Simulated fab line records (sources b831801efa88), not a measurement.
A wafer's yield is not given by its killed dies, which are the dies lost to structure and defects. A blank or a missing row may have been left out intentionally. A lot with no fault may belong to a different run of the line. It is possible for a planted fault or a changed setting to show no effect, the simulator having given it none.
Which of the tools did it?    flow sky130    24 lots, 72 wafers sampled, at 3 steps of a route of 708

WHAT EACH GAUGE READ, for each wafer
SKY_VIA3_OVL_MEAS_13.
lot   measured      on          VIA3_OVL (nm)
L076  day 40 10:52  overlay-01  -2 -1 -2
L075  day 40 11:34  overlay-02  4 3 10
L074  day 40 12:19  overlay-01  10 5 8
L077  day 40 13:15  overlay-01  1 2 -1
L078  day 40 21:10  overlay-01  3 5 5
L079  day 41 06:11  overlay-02  2 0 8
L080  day 41 12:33  overlay-02  -7 -8 1
L081  day 41 21:44  overlay-02  10 10 2
L082  day 42 06:30  overlay-02  10 -2 12
L083  day 42 12:44  overlay-01  -2 3 0
L084  day 42 19:53  overlay-02  -4 7 4
L085  day 42 20:10  overlay-01  1 -4 -1
L086  day 43 07:10  overlay-01  4 3 8
L087  day 43 15:07  overlay-02  0 4 6
L088  day 43 22:28  overlay-01  10 6 10
L089  day 44 01:57  overlay-02  13 9 4
L090  day 44 04:42  overlay-02  0 0 -1
L093  day 45 15:40  overlay-02  -1 3 -2
L094  day 45 17:48  overlay-01  7 8 7
L091  day 45 17:55  overlay-02  8 6 -7
L095  day 45 19:37  overlay-01  1 2 3
L092  day 45 20:58  overlay-02  1 2 2
L096  day 45 22:05  overlay-01  1 6 0
L097  day 46 01:44  overlay-01  5 5 10

SKY_METAL4_CD_MEAS_13 targets a cd of 300 nm.
lot   measured      on        cdNm (nm)
L076  day 42 14:29  cdSem-01  299.6 299.2 297.8
L075  day 42 15:24  cdSem-02  301.9 300.8 300.1
L074  day 42 16:14  cdSem-02  299.5 300.1 299.4
L077  day 42 16:46  cdSem-01  299.7 301.7 301.4
L078  day 43 00:10  cdSem-01  298.3 297.2 297.2
L079  day 43 08:31  cdSem-01  300.4 301.5 301.4
L080  day 43 14:59  cdSem-02  301.0 300.3 301.2
L081  day 43 23:36  cdSem-01  300.5 301.7 299.8
L082  day 44 05:42  cdSem-02  300.2 299.8 301.4
L083  day 44 13:31  cdSem-02  300.8 300.0 300.7
L084  day 44 17:13  cdSem-01  297.9 299.3 298.3
L085  day 44 17:32  cdSem-02  299.6 299.9 298.9
L086  day 45 03:28  cdSem-01  297.0 298.3 298.2
L087  day 45 12:38  cdSem-01  299.8 301.4 298.6
L088  day 45 17:31  cdSem-02  300.6 299.7 300.4
L089  day 45 22:40  cdSem-02  298.4 300.0 298.4
L090  day 46 08:04  cdSem-02  299.0 299.2 299.0
L093  day 47 11:19  cdSem-01  301.5 300.7 300.5
L094  day 47 13:59  cdSem-02  299.4 301.0 300.1
L091  day 47 14:19  cdSem-01  302.2 299.5 300.4
L095  day 47 15:35  cdSem-01  299.7 298.9 298.9
L092  day 47 16:56  cdSem-02  301.4 302.4 302.6
L096  day 47 17:16  cdSem-02  300.6 299.1 300.9
L097  day 47 20:15  cdSem-01  300.7 302.5 300.2

TOOL THAT RAN EACH LOT (tool first, then ch and the chambers of the sampled wafers, then the start)
lot   SKY_METAL3_STRIP_19
L076  plasmaAsher-03 ch 0,1, day 39 08:30
L075  plasmaAsher-01 ch 0,1, day 39 09:18
L074  plasmaAsher-01 ch 0,1, day 39 10:03
L077  plasmaAsher-01 ch 0,1, day 39 10:57
L078  plasmaAsher-03 ch 0,1, day 39 19:01
L079  plasmaAsher-03 ch 1, day 40 04:23
L080  plasmaAsher-04 ch 0,1, day 40 11:25
L081  plasmaAsher-04 ch 0, day 40 20:07
L082  plasmaAsher-03 ch 0,1, day 41 05:15
L083  plasmaAsher-03 ch 0,1, day 41 10:41
L084  plasmaAsher-01 ch 0,1, day 41 18:34
L085  plasmaAsher-04 ch 0,1, day 41 18:39
L086  plasmaAsher-04 ch 0, day 42 06:01
L087  plasmaAsher-03 ch 0, day 42 14:44
L088  plasmaAsher-04 ch 0,1, day 42 22:18
L089  plasmaAsher-04 ch 0,1, day 43 02:35
L090  plasmaAsher-03 ch 0,1, day 43 05:19
L093  plasmaAsher-01 ch 0,1, day 44 16:58
L094  plasmaAsher-01 ch 0,1, day 44 18:31
L091  plasmaAsher-04 ch 0,1, day 44 19:09
L095  plasmaAsher-03 ch 1, day 44 20:24
L092  plasmaAsher-04 ch 0,1, day 44 22:19
L096  plasmaAsher-01 ch 0,1, day 44 22:51
L097  plasmaAsher-01 ch 0,1, day 45 03:24
- SKY_METAL3_STRIP_19: strips in O2/N2.

WHAT THE TOOLS THEMSELVES READ (means of the sampled wafers that have a number; where no wafer has one, the mark that the record gives instead)
SKY_METAL3_STRIP_19.
lot   tool            drypumpMotorCurrentA (A)  oesProductAu (a.u.)  stripTimeToEndpointS (s)
L076  plasmaAsher-03  5.4                       0.504                6.56
L075  plasmaAsher-01  6.2                       0.493                6.38
L074  plasmaAsher-01  6.2                       0.500                6.37
L077  plasmaAsher-01  5.9                       0.506                6.62
L078  plasmaAsher-03  5.4                       0.512                6.68
L079  plasmaAsher-03  5.1                       0.495                6.34
L080  plasmaAsher-04  5.9                       0.496                6.39
L081  plasmaAsher-04  5.8                       0.494                6.40
L082  plasmaAsher-03  5.8                       0.493                6.43
L083  plasmaAsher-03  5.7                       0.498                6.44
L084  plasmaAsher-01  5.9                       0.494                6.40
L085  plasmaAsher-04  5.9                       0.504                6.62
L086  plasmaAsher-04  5.8                       0.496                6.46
L087  plasmaAsher-03  6.1                       0.505                6.64
L088  plasmaAsher-04  5.9                       0.504                6.70
L089  plasmaAsher-04  5.9                       0.501                6.41
L090  plasmaAsher-03  5.7                       0.501                6.50
L093  plasmaAsher-01  6.2                       0.505                6.52
L094  plasmaAsher-01  6.2                       0.497                6.40
L091  plasmaAsher-04  6.0                       0.506                6.58
L095  plasmaAsher-03  5.1                       0.504                6.57
L092  plasmaAsher-04  5.9                       0.497                6.48
L096  plasmaAsher-01  5.9                       0.508                6.59
L097  plasmaAsher-01  5.9                       0.502                6.60

THE ANSWER, worked out from the rows above alone
Rule: usual is defined by the lots themselves. Put in order of their means at a reading, lots are off if they are a third of the lots or fewer, leave a main group of 4 or more, and stand apart from it by a gap of 3 or more times the standard deviation of the main group's means; of several such gaps the widest counts. The tables above print the reading to a certain number of digits; a main group whose means all agree to those digits is not used. Also off: a lot with no number at a reading for which 4 or more lots have one. All remaining lots with rows at the step are treated as sound. Order of review: gauges by route order, followed by the tools' own readings, for which a lot's mean as printed above is used. The first step at which some lot is off is used, and at that step the reading that is off furthest; a lot without a number counts as furthest.
Across all readings shown, no lot is off: no conclusion can be drawn from this.

WHAT THE SIMULATOR HAD PUT IN
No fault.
